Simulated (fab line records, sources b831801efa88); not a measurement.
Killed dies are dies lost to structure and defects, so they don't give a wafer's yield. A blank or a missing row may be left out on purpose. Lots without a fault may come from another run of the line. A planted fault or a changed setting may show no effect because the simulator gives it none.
fab line records | flow gf180mcu
record lots=24 wafers=72 last_day=34
route steps=602 shown LVPWELL@65 VT_IMPLANT@122 V2@403 V3@445 M4@461
lots that met no fault: from a run of the same line without faults
start_h: hours from the record's first day to the start of the lot's first wafer shown | wait_h: hours since the lot's step before | " the same as in the row above | L1.1+2: a row that stands for several wafers | - no value, or no start given | * or withheld: withheld | < > ~ a bound
route shown NAME@n: a module of which the file shows steps, and the number in the route of the first | usual: mean/standard deviation of fault-free wafers | same: alike in all rows | chamber/n: place in a boat | sites: the reading at each site | _std_site: their standard deviation | _edge_site: outer sites' mean less inner sites' | radius_mm: how far each site lies from the wafer's centre | mask NAME#n: copy n | behind: the tool/chamber that last shaped the wafer | hold: why the lot was held/for how many hours/how that ended | device: the transistor (n, p or np) that didn't switch | end of line: the same wafers' tests at the end of the route | a step without rows: its recipe alone | killed: dies lost to structure and defects at the first sort, not the wafer's yield | map: a wafer's dies, x killed, . not, _ none there
set.NAME: the setting as run; set.NAME@STEP: as run at that earlier step | model.NAME: the simulator's own value behind a step, which no gauge read
steps of the route over a sample of lots; a table a step, a row a wafer
services: from which hour (start_h, from the record's first day; less than 0 if before it) a tool's chamber was out of use, for how many hours, and why
## steps
# step GF_LVPWELL_TW_MEAS_11
# usual LVPWELL_TW=567/11
# columns lot.wafer tool chamber start_h wait_h LVPWELL_TW
L074.3 film_metro-02 - 71.59 0.1 574
L074.4 " - " " 576
L074.5 " - " " 574
L075.3 film_metro-03 - 77.15 0.1 550
L075.4 " - " " 550
L075.6 " - " " 545
L076.2 film_metro-02 - 80.76 0.1 575
L076.4 " - " " 579
L076.5 " - " " 575
L077.3 film_metro-02 - 89.00 0.1 579
L077.5 " - " " 581
L077.6 " - " " 581
L078.1 film_metro-02 - 94.80 0.1 578
L078.2 " - " " 574
L078.6 " - " " 574
L079.1 film_metro-04 - 98.80 0.1 566
L079.3 " - " " 569
L079.4 " - " " 568
L080.1 film_metro-04 - 102.47 0.1 569
L080.4 " - " " 569
L080.5 " - " " 567
L081.2 film_metro-02 - 106.09 0.1 569
L081.3 " - " " 572
L081.6 " - " " 568
L082.1 film_metro-02 - 112.48 0.1 572
L082.2 " - " " 574
L082.6 " - " " 574
L083.1 film_metro-02 - 119.77 0.1 573
L083.5 " - " " 576
L083.6 " - " " 572
L084.1 film_metro-03 - 125.68 0.1 556
L084.4 " - " " 552
L084.5 " - " " 556
L085.1 film_metro-03 - 130.48 0.1 552
L085.2 " - " " 554
L085.5 " - " " 553
L087.1 film_metro-02 - 140.78 0.1 570
L087.3 " - " " 575
L087.4 " - " " 573
L086.1 film_metro-02 - 142.38 0.1 572
L086.2 " - " " 573
L086.3 " - " " 571
L088.2 film_metro-02 - 147.80 0.1 579
L088.3 " - " " 576
L088.4 " - " " 577
L089.1 film_metro-03 - 152.42 0.1 547
L089.5 " - " " 548
L089.6 " - " " 542
L090.2 film_metro-02 - 159.48 0.1 574
L090.3 " - " " 573
L090.6 " - " " 573
L091.3 film_metro-04 - 164.54 0.1 567
L091.4 " - " " 568
L091.6 " - " " 567
L092.2 film_metro-03 - 169.33 0.1 547
L092.3 " - " " 547
L092.6 " - " " 547
L093.1 film_metro-02 - 175.42 0.1 575
L093.4 " - " " 575
L093.6 " - " " 574
L094.3 film_metro-02 - 181.44 0.1 573
L094.4 " - " " 572
L094.6 " - " " 574
L095.1 film_metro-03 - 187.09 0.1 546
L095.4 " - " " 546
L095.6 " - " " 548
L096.2 film_metro-02 - 191.60 0.1 576
L096.3 " - " " 574
L096.5 " - " " 576
L097.2 film_metro-04 - 200.73 0.1 571
L097.4 " - " " 566
L097.6 " - " " 570
# step GF_VT_IMPLANT_TW_MEAS_32
# usual VT_IMPLANT_3_TW=266/3.8
# columns lot.wafer tool chamber start_h wait_h VT_IMPLANT_3_TW
L074.3 film_metro-01 - 144.69 0.1 265
L074.4 " - " " 266
L074.5 " - " " 266
L075.3 film_metro-01 - 150.39 0.1 264
L075.4 " - " " 265
L075.6 " - " " 265
L076.2 film_metro-01 - 153.23 0.1 264
L076.4 " - " " 264
L076.5 " - " " 265
L077.3 film_metro-03 - 164.99 0.1 260
L077.5 " - " " 261
L077.6 " - " " 262
L078.1 film_metro-03 - 169.47 0.1 264
L078.2 " - " " 263
L078.6 " - " " 262
L079.1 film_metro-04 - 176.72 0.1 273
L079.3 " - " " 274
L079.4 " - " " 272
L080.1 film_metro-04 - 179.24 0.1 272
L080.4 " - " " 274
L080.5 " - " " 273
L081.2 film_metro-03 - 184.63 0.1 262
L081.3 " - " " 265
L081.6 " - " " 262
L082.1 film_metro-03 - 193.37 0.1 263
L082.2 " - " " 263
L082.6 " - " " 263
L083.1 film_metro-04 - 201.32 0.1 274
L083.5 " - " " 275
L083.6 " - " " 273
L084.1 film_metro-03 - 205.02 0.1 263
L084.4 " - " " 263
L084.5 " - " " 263
L085.1 film_metro-03 - 212.79 0.1 264
L085.2 " - " " 263
L085.5 " - " " 264
L087.1 film_metro-03 - 223.82 0.1 265
L087.3 " - " " 266
L087.4 " - " " 266
L086.1 film_metro-01 - 225.18 0.1 265
L086.2 " - " " 264
L086.3 " - " " 266
L088.2 film_metro-01 - 232.50 0.1 266
L088.3 " - " " 265
L088.4 " - " " 266
L089.1 film_metro-03 - 238.67 0.1 266
L089.5 " - " " 265
L089.6 " - " " 265
L090.2 film_metro-04 - 245.70 0.1 272
L090.3 " - " " 274
L090.6 " - " " 271
L091.3 film_metro-01 - 251.66 0.1 266
L091.4 " - " " 266
L091.6 " - " " 267
L092.2 film_metro-01 - 257.52 0.1 264
L092.3 " - " " 264
L092.6 " - " " 265
L093.1 film_metro-03 - 263.16 0.1 262
L093.4 " - " " 261
L093.6 " - " " 261
L094.3 film_metro-01 - 270.76 0.1 265
L094.4 " - " " 265
L094.6 " - " " 266
L095.1 film_metro-03 - 278.91 0.1 262
L095.4 " - " " 263
L095.6 " - " " 262
L096.2 film_metro-01 - 282.28 0.1 265
L096.3 " - " " 265
L096.5 " - " " 265
L097.2 film_metro-01 - 294.17 0.1 263
L097.4 " - " " 264
L097.6 " - " " 265
# step GF_V2_SPUTTER_21
# recipe material=Ti target_thk_nm=15 chamber_pressure_pa=5 power_w=2500 substrate_temp_c=200 time_s=80.02
# usual throttle_valve_pct=29.6/1.1
# columns lot.wafer tool chamber start_h wait_h throttle_valve_pct
L074.3 pvd_sputter-02 - 464.80 0.0 28.1
L074.4 " - " " 29.7
L074.5 " - " " 28.3
L075.3 pvd_sputter-04 - 473.60 0.0 28.6
L075.4 " - " " 29.9
L075.6 " - " " 29.6
L076.2 pvd_sputter-04 - 478.61 0.0 28.6
L076.4 " - " " 29.8
L076.5 " - " " 29.8
L077.3 pvd_sputter-02 - 497.79 0.0 28.2
L077.5 " - " " 29.5
L077.6 " - " " 29.7
L078.1 pvd_sputter-02 - 507.31 0.0 29.5
L078.2 " - " " 28.2
L078.6 " - " " 28.3
L080.1 pvd_sputter-04 - 516.45 0.0 32.5
L080.4 " - " " 30.1
L080.5 " - " " 29.6
L079.1 pvd_sputter-03 - 516.80 0.0 30.2
L079.3 " - " " 28.5
L079.4 " - " " 30.0
L081.2 pvd_sputter-02 - 524.07 0.0 28.3
L081.3 " - " " 29.4
L081.6 " - " " 29.6
L082.1 pvd_sputter-03 - 539.35 0.0 29.8
L082.2 " - " " 30.1
L082.6 " - " " 28.0
L083.1 pvd_sputter-04 - 544.46 0.0 29.6
L083.5 " - " " 29.9
L083.6 " - " " 28.8
L084.1 pvd_sputter-02 - 555.08 0.0 29.8
L084.4 " - " " 28.5
L084.5 " - " " 29.9
L085.1 pvd_sputter-04 - 566.47 0.0 32.4
L085.2 " - " " 28.5
L085.5 " - " " 29.8
L087.1 pvd_sputter-04 - 573.20 0.0 29.8
L087.3 " - " " 28.6
L087.4 " - " " 29.7
L088.2 pvd_sputter-02 - 579.06 0.0 29.7
L088.3 " - " " 28.6
L088.4 " - " " 29.5
L086.1 pvd_sputter-03 - 585.65 0.0 30.2
L086.2 " - " " 28.4
L086.3 " - " " 30.0
L089.1 pvd_sputter-03 - 591.79 0.0 28.2
L089.5 " - " " 29.8
L089.6 " - " " 28.2
L090.2 pvd_sputter-04 - 601.35 0.0 29.7
L090.3 " - " " 29.8
L090.6 " - " " 28.5
L091.3 pvd_sputter-04 - 604.66 0.0 29.7
L091.4 " - " " 30.0
L091.6 " - " " 29.6
L092.2 pvd_sputter-02 - 612.01 0.0 28.3
L092.3 " - " " 28.4
L092.6 " - " " 29.7
L093.1 pvd_sputter-03 - 619.62 0.0 30.1
L093.4 " - " " 28.5
L093.6 " - " " 29.9
L094.3 pvd_sputter-03 - 631.01 0.0 30.0
L094.4 " - " " 30.0
L094.6 " - " " 30.2
L095.1 pvd_sputter-03 - 634.35 0.0 30.0
L095.4 " - " " 28.6
L095.6 " - " " 30.2
L096.2 pvd_sputter-04 - 636.60 0.0 28.6
L096.3 " - " " 29.8
L096.5 " - " " 32.5
L097.2 pvd_sputter-02 - 647.90 0.0 29.8
L097.4 " - " " 28.5
L097.6 " - " " 28.1
# step GF_V3_ETCH_16
# recipe chemistry=N2/H2 target_depth_a=withheld overetch_a=withheld time_s=withheld target=BARC ion_energy_ev=200 source_w=500 bias_w=100 pressure_mtorr=30 n2_flow_sccm=100 h2_flow_sccm=200
# usual drypump_motor_current_A=5.66/0.29 n2_flow_sccm=100.03/0.26 oes_product_au=0.855/0.0044 throttle_valve_pct=13.225/0.009
# columns lot.wafer tool chamber start_h wait_h drypump_motor_current_A n2_flow_sccm oes_product_au throttle_valve_pct
L074.3 rie_diel-04 0 514.99 0.0 5.51 99.88 0.856 13.229
L074.4 " 3 " " 5.12 100.11 0.859 13.225
L074.5 " 1 " " 5.84 100.33 0.857 13.222
L075.3 rie_diel-01 3 522.91 0.0 5.48 100.18 0.853 13.232
L075.4 " 1 " " 5.86 100.04 0.852 13.208
L075.6 " 2 " " 5.32 100.09 0.859 13.203
L076.2 rie_diel-02 0 526.96 0.0 5.67 100.23 0.858 13.230
L076.4 " 3 " " 5.73 100.10 0.849 13.221
L076.5 " 1 " " 5.96 100.17 0.852 13.216
L077.3 rie_diel-02 0 546.94 0.0 5.65 99.77 0.853 13.224
L077.5 " 1 " " 6.03 99.60 0.852 13.223
L077.6 " 3 " " 5.73 99.92 0.864 13.234
L078.1 rie_diel-02 0 555.29 0.0 5.66 99.85 0.855 13.207
L078.2 " 1 " " 6.00 100.11 0.851 13.227
L078.6 " 1 " " 5.99 99.87 0.861 13.226
L080.1 rie_diel-02 2 564.26 0.0 5.77 100.29 0.851 13.226
L080.4 " 1 " " 6.03 100.05 0.855 13.223
L080.5 " 2 " " 5.76 100.01 0.857 13.230
L079.1 rie_diel-01 0 564.69 0.0 4.83 100.39 0.852 13.216
L079.3 " 3 " " 5.49 99.91 0.854 13.223
L079.4 " 1 " " 5.88 100.28 0.844 13.214
L081.2 rie_diel-04 3 570.74 0.0 5.10 99.96 0.848 13.222
L081.3 " 2 " " 5.82 100.41 0.858 13.249
L081.6 " 1 " " 5.86 99.73 0.859 13.225
L082.1 rie_diel-04 3 585.94 0.0 5.15 99.68 0.857 13.227
L082.2 " 2 " " 5.81 99.87 0.852 13.233
L082.6 " 2 " " 5.81 100.03 0.850 13.211
L083.1 rie_diel-02 2 590.41 0.0 5.74 100.32 0.849 13.216
L083.5 " 2 " " 5.72 99.96 0.851 13.226
L083.6 " 0 " " 5.66 99.93 0.854 13.219
L084.1 rie_diel-01 2 600.34 0.0 5.36 100.06 0.855 13.235
L084.4 " 1 " " 5.86 99.61 0.860 13.224
L084.5 " 3 " " 5.46 100.24 0.857 13.223
L085.1 rie_diel-04 2 610.94 0.0 5.81 99.91 0.852 13.209
L085.2 " 0 " " 5.49 99.99 0.850 13.225
L085.5 " 2 " " 5.82 99.86 0.855 13.224
L087.1 rie_diel-04 3 617.44 0.0 5.14 100.31 0.853 13.229
L087.3 " 0 " " 5.48 100.02 0.854 13.227
L087.4 " 1 " " 5.87 99.81 0.855 13.205
L088.2 rie_diel-02 3 622.14 0.0 5.71 100.20 0.858 13.232
L088.3 " 2 " " 5.74 100.26 0.853 13.232
L088.4 " 1 " " 6.04 99.93 0.864 13.233
L086.1 rie_diel-02 2 629.54 0.0 5.77 99.84 0.855 13.237
L086.2 " 1 " " 6.02 100.41 0.850 13.208
L086.3 " 3 " " 5.72 99.35 0.861 13.220
L089.1 rie_diel-02 3 635.69 0.0 5.73 100.11 0.843 13.221
L089.5 " 1 " " 6.01 100.11 0.861 13.232
L089.6 " 2 " " 5.74 99.96 0.859 13.222
L090.2 rie_diel-02 1 644.51 0.0 5.96 99.94 0.854 13.224
L090.3 " 3 " " 5.74 100.17 0.854 13.231
L090.6 " 1 " " 5.99 100.11 0.859 13.232
L091.3 rie_diel-02 0 648.13 0.0 5.68 100.36 0.859 13.231
L091.4 " 1 " " 6.02 100.19 0.847 13.227
L091.6 " 0 " " 5.68 100.30 0.850 13.228
L092.2 rie_diel-04 1 655.43 0.0 5.85 100.05 0.857 13.229
L092.3 " 2 " " 5.80 99.94 0.853 13.232
L092.6 " 1 " " 5.85 100.03 0.853 13.241
L093.1 rie_diel-04 3 661.89 0.0 5.15 100.04 0.852 13.227
L093.4 " 1 " " 5.87 99.73 0.859 13.213
L093.6 " 1 " " 5.87 99.52 0.848 13.233
L094.3 rie_diel-01 1 675.63 0.0 5.86 100.18 0.854 13.211
L094.4 " 0 " " 4.82 99.80 0.867 13.222
L094.6 " 0 " " 4.83 100.26 0.850 13.221
L095.1 rie_diel-02 1 677.69 0.0 5.99 100.61 0.854 13.223
L095.4 " 0 " " 5.66 99.90 0.862 13.218
L095.6 " 0 " " 5.67 99.83 0.852 13.236
L096.2 rie_diel-04 0 679.08 0.0 5.50 100.42 0.854 13.217
L096.3 " 1 " " 5.84 100.36 0.858 13.225
L096.5 " 2 " " 5.80 99.60 0.857 13.218
L097.2 rie_diel-04 0 687.99 0.0 5.51 100.17 0.851 13.223
L097.4 " 0 " " 5.47 100.15 0.855 13.226
L097.6 " 3 " " 5.14 99.53 0.849 13.225
# step GF_V3_ETCH_17
# recipe chemistry=C4F8/O2/Ar mask_material=KrF target=SiO2 stop_on=TiN source_w=1500 bias_w=1200 pressure_mtorr=40 c4f8_flow_sccm=withheld O2_flow_sccm=6 Ar_flow_sccm=300 time_s=withheld target_depth_a=6350
# usual oes_product_au=0.856/0.0048
# columns lot.wafer tool chamber start_h wait_h oes_product_au
L074.3 rie_diel-04 0 - - 0.856
L074.4 " 3 " " 0.868
L074.5 " 1 " " 0.857
L075.3 rie_diel-01 3 - - 0.851
L075.4 " 1 " " 0.857
L075.6 " 2 " " 0.869
L076.2 rie_diel-02 0 - - 0.849
L076.4 " 3 " " 0.853
L076.5 " 1 " " 0.857
L077.3 rie_diel-02 0 - - 0.858
L077.5 " 1 " " 0.857
L077.6 " 3 " " 0.859
L078.1 rie_diel-02 0 - - 0.853
L078.2 " 1 " " 0.849
L078.6 " 1 " " 0.860
L080.1 rie_diel-02 2 - - 0.848
L080.4 " 1 " " 0.862
L080.5 " 2 " " 0.852
L079.1 rie_diel-01 0 - - 0.852
L079.3 " 3 " " 0.861
L079.4 " 1 " " 0.850
L081.2 rie_diel-04 3 - - 0.857
L081.3 " 2 " " 0.857
L081.6 " 1 " " 0.858
L082.1 rie_diel-04 3 - - 0.851
L082.2 " 2 " " 0.848
L082.6 " 2 " " 0.850
L083.1 rie_diel-02 2 - - 0.853
L083.5 " 2 " " 0.854
L083.6 " 0 " " 0.855
L084.1 rie_diel-01 2 - - 0.856
L084.4 " 1 " " 0.857
L084.5 " 3 " " 0.855
L085.1 rie_diel-04 2 - - 0.854
L085.2 " 0 " " 0.852
L085.5 " 2 " " 0.845
L087.1 rie_diel-04 3 - - 0.854
L087.3 " 0 " " 0.857
L087.4 " 1 " " 0.861
L088.2 rie_diel-02 3 - - 0.861
L088.3 " 2 " " 0.862
L088.4 " 1 " " 0.857
L086.1 rie_diel-02 2 - - 0.856
L086.2 " 1 " " 0.858
L086.3 " 3 " " 0.862
L089.1 rie_diel-02 3 - - 0.860
L089.5 " 1 " " 0.857
L089.6 " 2 " " 0.849
L090.2 rie_diel-02 1 - - 0.854
L090.3 " 3 " " 0.851
L090.6 " 1 " " 0.849
L091.3 rie_diel-02 0 - - 0.859
L091.4 " 1 " " 0.853
L091.6 " 0 " " 0.859
L092.2 rie_diel-04 1 - - 0.868
L092.3 " 2 " " 0.859
L092.6 " 1 " " 0.860
L093.1 rie_diel-04 3 - - 0.854
L093.4 " 1 " " 0.860
L093.6 " 1 " " 0.867
L094.3 rie_diel-01 1 - - 0.849
L094.4 " 0 " " 0.859
L094.6 " 0 " " 0.858
L095.1 rie_diel-02 1 - - 0.856
L095.4 " 0 " " 0.862
L095.6 " 0 " " 0.857
L096.2 rie_diel-04 0 - - 0.849
L096.3 " 1 " " 0.859
L096.5 " 2 " " 0.851
L097.2 rie_diel-04 0 - - 0.859
L097.4 " 0 " " 0.852
L097.6 " 3 " " 0.856
# step GF_M4_RS_MEAS_05
# recipe thk_meas_gauge=four-point-probe reads=TiN_of_M4_SPUTTER_04+Ti_of_M4_SPUTTER_03+AlCu_of_M4_SPUTTER_02+TiN_of_M4_SPUTTER_01+Ti_of_M4_SPUTTER_00
# usual M4_ALCU_RS=0.0698/0.00082
# columns lot.wafer tool chamber start_h wait_h M4_ALCU_RS[ohm/sq]
L074.3 film_metro-01 - 516.62 0.1 0.0697
L074.4 " - " " 0.0699
L074.5 " - " " 0.0699
L075.3 film_metro-03 - 524.94 0.1 0.0706
L075.4 " - " " 0.0711
L075.6 " - " " 0.0710
L076.2 film_metro-01 - 528.56 0.0 0.0696
L076.4 " - " " 0.0691
L076.5 " - " " 0.0690
L077.3 film_metro-01 - 548.67 0.1 0.0702
L077.5 " - " " 0.0702
L077.6 " - " " 0.0700
L078.1 film_metro-03 - 556.88 0.0 0.0701
L078.2 " - " " 0.0709
L078.6 " - " " 0.0701
L080.1 film_metro-03 - 565.84 0.0 0.0697
L080.4 " - " " 0.0691
L080.5 " - " " 0.0698
L079.1 film_metro-01 - 566.28 0.0 0.0696
L079.3 " - " " 0.0705
L079.4 " - " " 0.0695
L081.2 film_metro-01 - 572.35 0.0 0.0695
L081.3 " - " " 0.0687
L081.6 " - " " 0.0698
L082.1 film_metro-03 - 587.55 0.0 0.0696
L082.2 " - " " 0.0699
L082.6 " - " " 0.0700
L083.1 film_metro-02 - 591.99 0.0 0.0700
L083.5 " - " " 0.0694
L083.6 " - " " 0.0695
L084.1 film_metro-01 - 601.91 0.0 0.0702
L084.4 " - " " 0.0693
L084.5 " - " " 0.0700
L085.1 film_metro-02 - 612.51 0.0 0.0689
L085.2 " - " " 0.0690
L085.5 " - " " 0.0690
L087.1 film_metro-01 - 619.01 0.0 0.0697
L087.3 " - " " 0.0697
L087.4 " - " " 0.0699
L088.2 film_metro-01 - 623.77 0.0 0.0698
L088.3 " - " " 0.0700
L088.4 " - " " 0.0684
L086.1 film_metro-02 - 631.12 0.0 0.0681
L086.2 " - " " 0.0688
L086.3 " - " " 0.0689
L089.1 film_metro-03 - 637.27 0.0 0.0693
L089.5 " - " " 0.0700
L089.6 " - " " 0.0697
L090.2 film_metro-02 - 646.13 0.0 0.0704
L090.3 " - " " 0.0700
L090.6 " - " " 0.0716
L091.3 film_metro-01 - 649.76 0.1 0.0692
L091.4 " - " " 0.0691
L091.6 " - " " 0.0682
L092.2 film_metro-01 - 658.86 0.0 0.0713
L092.3 " - " " 0.0725
L092.6 " - " " 0.0718
L093.1 film_metro-01 - 663.47 0.0 0.0685
L093.4 " - " " 0.0693
L093.6 " - " " 0.0703
L094.3 film_metro-01 - 677.25 0.1 0.0695
L094.4 " - " " 0.0707
L094.6 " - " " 0.0700
L095.1 film_metro-02 - 679.30 0.0 0.0692
L095.4 " - " " 0.0691
L095.6 " - " " 0.0696
L096.2 film_metro-01 - 680.68 0.0 0.0713
L096.3 " - " " 0.0706
L096.5 " - " " 0.0719
L097.2 film_metro-03 - 689.70 0.0 0.0691
L097.4 " - " " 0.0693
L097.6 " - " " 0.0701
## services
# columns tool chamber start_h hours kind
pvd_sputter-02 - 451.25 1.8 repair
rie_diel-02 1 469.02 5.7 repair
pvd_sputter-04 - 486.73 2.2 repair
rie_diel-01 2 510.39 2.2 repair
rie_diel-04 0 549.43 47.2 repair
rie_diel-02 - 556.24 0.5 repair
pvd_sputter-02 - 562.65 1.2 repair
pvd_sputter-02 - 567.83 1.2 repair
rie_diel-04 2 574.60 6.7 repair
rie_diel-04 3 577.78 6.5 repair
rie_diel-01 1 593.25 6.9 repair
rie_diel-01 - 600.59 2.8 pm
pvd_sputter-04 - 615.78 2.1 repair
rie_diel-04 - 622.27 1.0 repair
rie_diel-04 1 626.24 4.4 repair
rie_diel-04 - 629.47 0.5 repair
rie_diel-04 - 634.21 0.1 repair
rie_diel-04 2 637.06 2.9 repair
rie_diel-04 3 638.87 8.3 repair
pvd_sputter-04 - 645.37 5.0 repair
rie_diel-02 0 660.76 11.2 repair
rie_diel-04 3 675.88 4.9 repair
rie_diel-04 1 687.17 2.7 repair
rie_diel-02 1 688.02 16.8 repair
## key
fault none
